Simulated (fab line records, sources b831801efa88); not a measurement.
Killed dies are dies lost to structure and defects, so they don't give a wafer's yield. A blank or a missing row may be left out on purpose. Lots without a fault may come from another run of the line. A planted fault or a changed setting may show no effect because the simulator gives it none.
A struck lot beside a sound one | flow gf180mcu | 22 steps out of a route of 602
Sound: wafers L837.1, L837.2, L837.4. Struck: wafers L854.1, L854.3, L854.6. The cause comes at the end.
At each step with rows: each side's tool, then ch and its chambers, then its first start. Under that, the readings that differ: sound wafers | struck wafers | difference of the means | sigmas: that difference in standard deviations of wafers without a fault.
alike: readings whose means differ by less than 2 such deviations, and words and numbers that are the same on both sides. not compared: withheld readings, readings that some wafer has no value for, bounds like >300 that may hide the same value, and numbers for which the record gives no deviation and whose values overlap.
The two part at a step that has a row with sigmas, a row that says differs or no value, or rows on one side only. Numbers that don't overlap but have no deviation are shown without sigmas and don't part them. A reading that every wafer of one side lacks parts them only if that side has two wafers or more.

first, 6 steps without rows for these wafers: GF_VT_IMPLANT_HMDS_01 (prime time 60 s); GF_VT_IMPLANT_COAT_02 (resist thk 1000 nm); GF_VT_IMPLANT_SOFTBAKE_03 (time 60 s); GF_VT_IMPLANT_EXPOSE_04 (exposes mask LVPWELL LV AREA, target cd 600 nm); GF_VT_IMPLANT_PEB_05; GF_VT_IMPLANT_DEVELOP_06 (develop time 60 s).
GF_VT_IMPLANT_OVL_MEAS_07:
  sound on overlay-01, day 5 19:59; struck on overlay-02, day 10 06:49
  alike: VT_IMPLANT_OVL
then, 1 step without rows for these wafers: GF_VT_IMPLANT_IMPLANT_08.
GF_VT_IMPLANT_STRIP_09: strips in O2/N2.
  sound on plasma_asher-01 ch 0,1, day 5 20:10; struck on plasma_asher-04 ch 0,1, day 10 06:59
  reading                     | sound       | struck      | difference | sigmas
  drypump_motor_current_A (A) | 6.4 5.5 6.4 | 5.7 5.1 5.1 | -0.8       | -2
  alike: heater_power_w, oes_product_au, strip_time_to_endpoint_s
  not compared: rf_hours_counter_h
GF_VT_IMPLANT_TW_MEAS_10:
  sound on film_metro-01, day 5 20:16; struck on film_metro-04, day 10 07:05
  reading       | sound       | struck      | difference | sigmas
  VT_IMPLANT_TW | 556 561 559 | 571 570 571 | +12        | +3
then, 2 steps without rows for these wafers: GF_VT_IMPLANT_DEHYDRATE_11 (time 60 s); GF_VT_IMPLANT_HMDS_12 (prime time 60 s).
GF_VT_IMPLANT_COAT_13: resist thk 1000 nm.
  sound on litho_track-01 ch 0, day 6 03:23; struck on litho_track-01 ch 0, day 10 15:16
  reading                                         | sound                | struck               | difference | sigmas
  spin_speed_rpm (rpm)                            | 3000.2 2998.7 2995.4 | 3130.5 3127.1 3124.3 | +129.2     | +54
  model.NOVOLAK_of_VT_IMPLANT_COAT_13.thk_nm (nm) | 1005 999.2 1004      | 980.3 983.3 984.9    | -19.9      |
then, 3 steps without rows for these wafers: GF_VT_IMPLANT_SOFTBAKE_14 (time 60 s); GF_VT_IMPLANT_EXPOSE_15 (exposes mask Nwell LV AREA, target cd 860 nm); GF_VT_IMPLANT_PEB_16.
GF_VT_IMPLANT_DEVELOP_17: develop time 60 s.
  sound on litho_track-04 ch 0, day 6 10:31; struck on litho_track-04 ch 0, day 10 23:49
  reading                                         | sound           | struck            | difference | sigmas
  model.NOVOLAK_of_VT_IMPLANT_COAT_13.thk_nm (nm) | 1005 998.8 1003 | 979.9 982.9 984.4 | -19.9      |
GF_VT_IMPLANT_OVL_MEAS_18:
  sound on overlay-02, day 6 10:40; struck on overlay-01, day 10 23:58
  alike: VT_IMPLANT_01_OVL
then, 1 step without rows for these wafers: GF_VT_IMPLANT_IMPLANT_19.
GF_VT_IMPLANT_STRIP_20: strips in O2/N2.
  sound on plasma_asher-02 ch 0,1, day 6 10:52; struck on plasma_asher-01 ch 0,1, day 11 00:10
  reading                      | sound             | struck            | difference | sigmas
  strip_time_to_endpoint_s (s) | 12.69 12.63 12.67 | 12.39 12.42 12.45 | -0.24      | -7
  alike: drypump_motor_current_A, heater_power_w, oes_product_au
  not compared: rf_hours_counter_h
GF_VT_IMPLANT_TW_MEAS_21:
  sound on film_metro-04, day 6 10:58; struck on film_metro-04, day 11 00:16
  alike: VT_IMPLANT_2_TW
GF_PASSIVATION_PROBE_99:
  the record has rows for the sound wafers here (prober-02, day 29 09:59) and none for the struck ones

WHERE THEY PART
First at GF_VT_IMPLANT_STRIP_09; last, within this record, at GF_PASSIVATION_PROBE_99.

WHY: what the simulator had put in
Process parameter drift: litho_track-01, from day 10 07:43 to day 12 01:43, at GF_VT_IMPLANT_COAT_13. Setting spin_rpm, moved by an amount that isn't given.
